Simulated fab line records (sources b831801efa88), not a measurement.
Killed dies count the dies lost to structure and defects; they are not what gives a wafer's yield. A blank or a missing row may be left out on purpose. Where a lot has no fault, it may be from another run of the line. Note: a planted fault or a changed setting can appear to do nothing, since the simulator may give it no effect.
The tool behind it: which one?	flow sky130	13 lots with 39 wafers sampled at 6 steps, on a route of 708 steps

WHAT THE GAUGES SHOWED, per wafer
SKY_NWELL_OVL_MEAS_23. Usual: for NWELL_01_OVL the level is 0.3 nm and the standard deviation is 1.2.
lot	measured	on	NWELL_01_OVL (nm)	flag
L259	day 5 11:33	overlay-01	-3.8 -1.1 -1.6	
L260	day 5 21:24	overlay-01	-0.3 -2.2 -0.9	
L262	day 6 03:51	overlay-01	1.7 0.5 -0.5	
L264	day 6 21:16	overlay-01	-0.9 1.5 0.6	
L265	day 7 05:06	overlay-02	1.3 0.8 0.8	
L266	day 7 08:04	overlay-01	2.0 1.4 0.7	
L267	day 7 14:57	overlay-01	1.7 2.6 3.5	
L275	day 9 16:03	overlay-01	0.0 0.6 1.3	
L276	day 9 20:58	overlay-01	0.2 -0.7 -0.7	
L277	day 9 23:57	overlay-01	0.1 -1.0 0.6	
L278	day 10 07:34	overlay-01	0.8 -1.6 -0.9	
L279	day 10 13:07	overlay-02	1.6 0.5 -0.1	
L281	day 11 04:09	overlay-01	0.6 -0.5 -0.5	

SKY_VT_ADJUST_HVTP_OVL_MEAS_08. Usual: for VT_ADJUST_HVTP_OVL the level is -0.7 nm and the standard deviation is 1.4.
lot	measured	on	VT_ADJUST_HVTP_OVL (nm)	flag
L259	day 6 06:41	overlay-02	-2.8 -2.5 0.6	
L260	day 6 17:13	overlay-02	-3.3 -3.0 -2.3	
L262	day 6 23:36	overlay-01	-0.4 0.3 -1.6	
L264	day 7 17:23	overlay-01	-1.6 1.3 0.1	
L265	day 8 01:26	overlay-02	-2.0 -1.6 -2.4	
L266	day 8 04:57	overlay-01	0.7 -0.9 0.2	
L267	day 8 11:11	overlay-02	0.9 2.4 1.0	
L275	day 10 15:17	overlay-01	0.0 -1.0 -0.5	
L276	day 10 20:06	overlay-01	0.1 -2.8 -1.1	
L277	day 10 23:17	overlay-01	-1.5 -0.7 -1.4	
L278	day 11 06:36	overlay-02	2.2 0.0 1.7	
L279	day 11 12:53	overlay-01	0.3 -0.7 -0.6	
L281	day 12 04:46	overlay-02	-2.2 -0.3 -1.3	

SKY_VT_ADJUST_NCORE_TW_MEAS_11. Usual: for VT_ADJUST_NCORE_TW the level is 219.2 and the standard deviation is 2.
lot	measured	on	VT_ADJUST_NCORE_TW	flag
L259	day 8 20:10	film-metro-03	218.3 218.8 219.0	
L260	day 9 06:54	film-metro-02	217.0 216.5 217.4	
L262	day 9 13:23	film-metro-02	216.4 217.8 215.0	
L264	day 10 09:45	film-metro-04	220.3 220.9 221.1	
L265	day 10 19:13	film-metro-02	217.9 216.6 216.8	
L266	day 10 22:53	film-metro-03	30.0 30.0 29.9	OFF
L267	day 11 06:22	film-metro-03	217.8 219.4 219.2	
L275	day 13 19:52	film-metro-03	220.6 220.3 219.5	
L276	day 13 23:28	film-metro-03	219.6 220.5 219.3	
L277	day 14 02:22	film-metro-02	217.1 216.4 216.9	
L278	day 14 10:47	film-metro-03	220.0 220.4 220.5	
L279	day 14 19:21	film-metro-04	221.6 221.5 221.4	
L281	day 15 12:31	film-metro-02	217.0 217.2 216.1	

SKY_VT_ADJUST_HVTR_OVL_MEAS_08. Usual: for VT_ADJUST_HVTR_OVL the level is -0.4 nm and the standard deviation is 1.3.
lot	measured	on	VT_ADJUST_HVTR_OVL (nm)	flag
L259	day 9 18:16	overlay-01	-1.1 -0.3 -3.2	
L260	day 10 04:56	overlay-02	2.8 2.5 1.0	
L262	day 10 11:09	overlay-01	0.1 -1.1 0.9	
L264	day 11 09:05	overlay-02	0.3 -2.4 -1.7	
L265	day 11 18:58	overlay-01	0.6 -0.6 -0.1	
L266	day 11 22:23	overlay-02	-2.4 -1.8 0.7	
L267	day 12 05:19	overlay-02	-0.3 0.5 -1.0	
L275	day 14 21:34	overlay-02	1.3 1.0 0.1	
L276	day 15 01:43	overlay-01	-1.8 -0.7 -0.8	
L277	day 15 04:04	overlay-02	-0.9 -2.1 -0.7	
L278	day 15 13:24	overlay-01	0.8 -2.2 -0.2	
L279	day 15 21:43	overlay-01	-0.7 2.3 0.8	
L281	day 16 16:26	overlay-01	-1.1 -1.4 -1.5	

TOOL THAT RAN EACH LOT (tool first, then ch and the chambers of the sampled wafers, then the start)
lot	SKY_VT_ADJUST_LVTN_STRIP_20	SKY_VT_ADJUST_NCORE_STRIP_10
L259	plasma-asher-01 ch 0, day 7 22:02	plasma-asher-04 ch 1, day 8 20:04
L260	plasma-asher-03 ch 0,1, day 8 09:10	plasma-asher-02 ch 0,1, day 9 06:48
L262	plasma-asher-02 ch 0,1, day 8 15:35	plasma-asher-01 ch 0,1, day 9 13:17
L264	plasma-asher-01 ch 0,1, day 9 11:23	plasma-asher-04 ch 0,1, day 10 09:39
L265	plasma-asher-01 ch 0,1, day 9 20:48	plasma-asher-04 ch 0,1, day 10 19:07
L266	plasma-asher-01 ch 0,1, day 9 23:47	plasma-asher-04 ch 0,1, day 10 22:46
L267	plasma-asher-03 ch 0,1, day 10 07:27	plasma-asher-04 ch 0,1, day 11 06:16
L275	plasma-asher-01 ch 0,1, day 12 16:59	plasma-asher-04 ch 0,1, day 13 19:46
L276	plasma-asher-03 ch 1, day 12 21:28	plasma-asher-04 ch 0,1, day 13 23:22
L277	plasma-asher-01 ch 0,1, day 12 23:51	plasma-asher-04 ch 0,1, day 14 02:16
L278	plasma-asher-02 ch 0,1, day 13 08:11	plasma-asher-01 ch 0,1, day 14 10:41
L279	plasma-asher-03 ch 0,1, day 13 16:46	plasma-asher-01 ch 0,1, day 14 19:15
L281	plasma-asher-02 ch 0,1, day 14 09:27	plasma-asher-04 ch 0,1, day 15 12:24
- SKY_VT_ADJUST_LVTN_STRIP_20: strips in O2/N2.
- SKY_VT_ADJUST_NCORE_STRIP_10: strips in O2/N2.

WHAT THE TOOLS THEMSELVES READ (means of the sampled wafers that have a number; where no wafer has one, the mark that the record gives instead)
SKY_VT_ADJUST_LVTN_STRIP_20. Usual: drypump-motor-current-A 5.6 A, standard deviation 0.5; oes-product-au 0.715 a.u., standard deviation 0.0042; strip-time-to-endpoint-s 14.16 s, standard deviation 0.039.
lot	tool	drypump-motor-current-A (A)	oes-product-au (a.u.)	strip-time-to-endpoint-s (s)	flag
L259	plasma-asher-01	4.9	0.713	14.16	
L260	plasma-asher-03	6.0	0.719	14.12	
L262	plasma-asher-02	5.2	0.722	14.14	
L264	plasma-asher-01	5.7	0.714	14.13	
L265	plasma-asher-01	5.3	0.711	14.11	
L266	plasma-asher-01	5.7	0.937	-	OFF
L267	plasma-asher-03	6.0	0.711	14.18	
L275	plasma-asher-01	5.2	0.712	14.21	
L276	plasma-asher-03	5.9	0.719	14.18	
L277	plasma-asher-01	5.6	0.718	14.16	
L278	plasma-asher-02	5.3	0.716	14.13	
L279	plasma-asher-03	5.9	0.719	14.19	
L281	plasma-asher-02	5.3	0.716	14.19	

SKY_VT_ADJUST_NCORE_STRIP_10. Usual: drypump-motor-current-A 5.7 A, standard deviation 0.66; oes-product-au 0.716 a.u., standard deviation 0.0054; strip-time-to-endpoint-s 14.18 s, standard deviation 0.035.
lot	tool	drypump-motor-current-A (A)	oes-product-au (a.u.)	strip-time-to-endpoint-s (s)	flag
L259	plasma-asher-04	5.3	0.718	14.23	
L260	plasma-asher-02	5.3	0.712	14.19	
L262	plasma-asher-01	5.7	0.712	14.19	
L264	plasma-asher-04	5.7	0.708	14.21	
L265	plasma-asher-04	6.2	0.715	14.18	
L266	plasma-asher-04	6.2	0.720	19.69	OFF
L267	plasma-asher-04	6.1	0.713	14.13	
L275	plasma-asher-04	5.7	0.714	14.22	
L276	plasma-asher-04	6.2	0.715	14.21	
L277	plasma-asher-04	5.7	0.713	14.20	
L278	plasma-asher-01	5.3	0.715	14.18	
L279	plasma-asher-01	5.3	0.716	14.15	
L281	plasma-asher-04	6.2	0.718	14.17	

THE ANSWER, worked out from the rows above alone
Rule: take the mean of a lot's wafers that have a number; if it is more than 3 standard deviations from the usual mean, the lot is off. A lot without any number at a reading at which 4 lots or more have one is off too. Where the step has rows for the other lots, those lots are counted as sound. First the gauges in route order, then the tools' own readings, where a lot's mean is used as printed above. At the first step where some lot is off, the reading lying furthest off is the one used; lots without a number count as furthest.
Off: L266, at SKY_VT_ADJUST_NCORE_TW_MEAS_11 (VT_ADJUST_NCORE_TW).
If a tool, at a process step before that reading, ran all the lots that are off and no sound lot after the first of them, it fits. The gauges at SKY_VT_ADJUST_NCORE_TW_MEAS_11 aren't tried: what is off there is off at SKY_VT_ADJUST_LVTN_STRIP_20 too, on other tools, and a gauge's error can't cause that. Of those tried, none fits.

WHAT HAD BEEN PUT IN BY THE SIMULATOR
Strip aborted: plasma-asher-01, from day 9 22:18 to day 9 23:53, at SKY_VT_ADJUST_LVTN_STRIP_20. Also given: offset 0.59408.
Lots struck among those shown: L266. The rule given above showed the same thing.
